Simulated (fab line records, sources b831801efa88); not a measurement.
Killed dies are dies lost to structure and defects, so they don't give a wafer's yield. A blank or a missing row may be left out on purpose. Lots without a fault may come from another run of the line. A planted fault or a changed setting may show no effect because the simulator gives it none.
A struck lot beside a sound one | flow sky130 | 21 steps out of a route of 708
Sound: wafers L793.1, L793.2, L793.4. Struck: wafers L798.1, L798.5, L798.6. The cause comes at the end.
At each step with rows: each side's tool, then ch and its chambers, then its first start. Under that, the readings that differ: sound wafers | struck wafers | difference of the means | sigmas: that difference in standard deviations of wafers without a fault.
alike: readings whose means differ by less than 2 such deviations, and words and numbers that are the same on both sides. not compared: withheld readings, readings that some wafer has no value for, bounds like >300 that may hide the same value, and numbers for which the record gives no deviation and whose values overlap.
The two part at a step that has a row with sigmas, a row that says differs or no value, or rows on one side only. Numbers that don't overlap but have no deviation are shown without sigmas and don't part them. A reading that every wafer of one side lacks parts them only if that side has two wafers or more.

first, 4 steps without rows for these wafers: SKY_METAL2_STRIP_21 (strips in post etch residue remover, time 1200 s); SKY_METAL2_CLEAN_22 (cleans in IPA, time 180 s); SKY_METAL2_CLEAN_23 (cleans in O3/DIW); SKY_VIA2_HDPCVD_00 (deposits SiO2, target thk 1180 nm, time 196.7 s).
SKY_VIA2_THK_MEAS_01:
  sound on film_metro-04, day 35 05:32; struck on film_metro-04, day 37 15:04
  alike: VIA2_HDPCVD_THK
SKY_VIA2_CMP_02: polishes SiO2.
  sound on cmp-01 ch 0,1,2, day 35 05:36; struck on cmp-02 ch 2,3, day 37 15:11
  alike: motor_current_A
SKY_VIA2_BOW_MEAS_03:
  sound on film_metro-04, day 35 05:54; struck on film_metro-03, day 37 15:26
  alike: VIA2_BOW
then, 5 steps without rows for these wafers: SKY_VIA2_DEHYDRATE_04 (time 60 s); SKY_VIA2_HMDS_05 (prime time 60 s); SKY_VIA2_COAT_06 (resist thk 60 nm); SKY_VIA2_COAT_07 (resist thk 450 nm); SKY_VIA2_SOFTBAKE_08 (time 90 s).
SKY_VIA2_EXPOSE_09: exposes mask VIM2, target cd 200 nm.
  sound on krf_scanner-01 ch 0, day 35 19:56; struck on krf_scanner-01 ch 0, day 38 05:18
  reading              | sound             | struck            | difference | sigmas
  exposure_dose_mJ_cm2 | 37.99 37.90 37.99 | 39.52 39.50 39.48 | +1.54      | +36
  alike: mask
then, 2 steps without rows for these wafers: SKY_VIA2_PEB_10; SKY_VIA2_DEVELOP_11 (develop time 60 s).
SKY_VIA2_CD_MEAS_12: target cd 200 nm.
  sound on cd_sem-02, day 36 09:14; struck on cd_sem-01, day 38 18:02
  reading    | sound             | struck            | difference | sigmas
  cd_nm (nm) | 200.4 200.7 200.4 | 207.0 207.0 207.4 | +6.6       | +4
SKY_VIA2_OVL_MEAS_13:
  sound on overlay-02, day 36 09:21; struck on overlay-02, day 38 18:09
  alike: VIA2_OVL
SKY_VIA2_ETCH_14: etches BARC in N2/H2, stops on SiO2, time 45.9 s, target depth 60 nm.
  sound on rie_diel-01 ch 1,3, day 36 09:23; struck on rie_diel-04 ch 1,2,3, day 38 18:11
  reading               | sound             | struck            | difference | sigmas
  model.VIA2.cd_nm (nm) | 200.6 200.4 200.4 | 208.3 208.2 208.8 | +8.0       |
  alike: drypump_motor_current_A, oes_product_au, rf_fwd_power_W, throttle_valve_pct
  not compared: rf_hours_counter_h
SKY_VIA2_ETCH_15: etches SiO2 in C4F8/O2/Ar, stops on TiN, target depth 546 nm, time 84 s.
  sound on rie_diel-01 ch 1,3, day 36 09:26; struck on rie_diel-04 ch 1,2,3, day 38 18:14
  reading               | sound           | struck            | difference | sigmas
  model.VIA2.cd_nm (nm) | 195.4 200 198.9 | 210.5 209.1 201.8 | +9.0       |
  alike: oes_product_au, rf_fwd_power_W
  not compared: rf_hours_counter_h
SKY_VIA2_STRIP_16: strips in O2/N2.
  sound on plasma_asher-01 ch 0,1, day 36 09:29; struck on plasma_asher-02 ch 0,1, day 38 18:17
  alike: drypump_motor_current_A, oes_product_au, strip_time_to_endpoint_s
  not compared: rf_hours_counter_h
then, 1 step without rows for these wafers: SKY_PAD_OPEN_PROBE_99.

WHERE THEY PART
First at SKY_VIA2_EXPOSE_09; last, within this record, at SKY_VIA2_CD_MEAS_12. Later steps at which nothing parts them and some readings are alike: SKY_VIA2_OVL_MEAS_13, SKY_VIA2_ETCH_14, SKY_VIA2_ETCH_15, SKY_VIA2_STRIP_16.

WHY: what the simulator had put in
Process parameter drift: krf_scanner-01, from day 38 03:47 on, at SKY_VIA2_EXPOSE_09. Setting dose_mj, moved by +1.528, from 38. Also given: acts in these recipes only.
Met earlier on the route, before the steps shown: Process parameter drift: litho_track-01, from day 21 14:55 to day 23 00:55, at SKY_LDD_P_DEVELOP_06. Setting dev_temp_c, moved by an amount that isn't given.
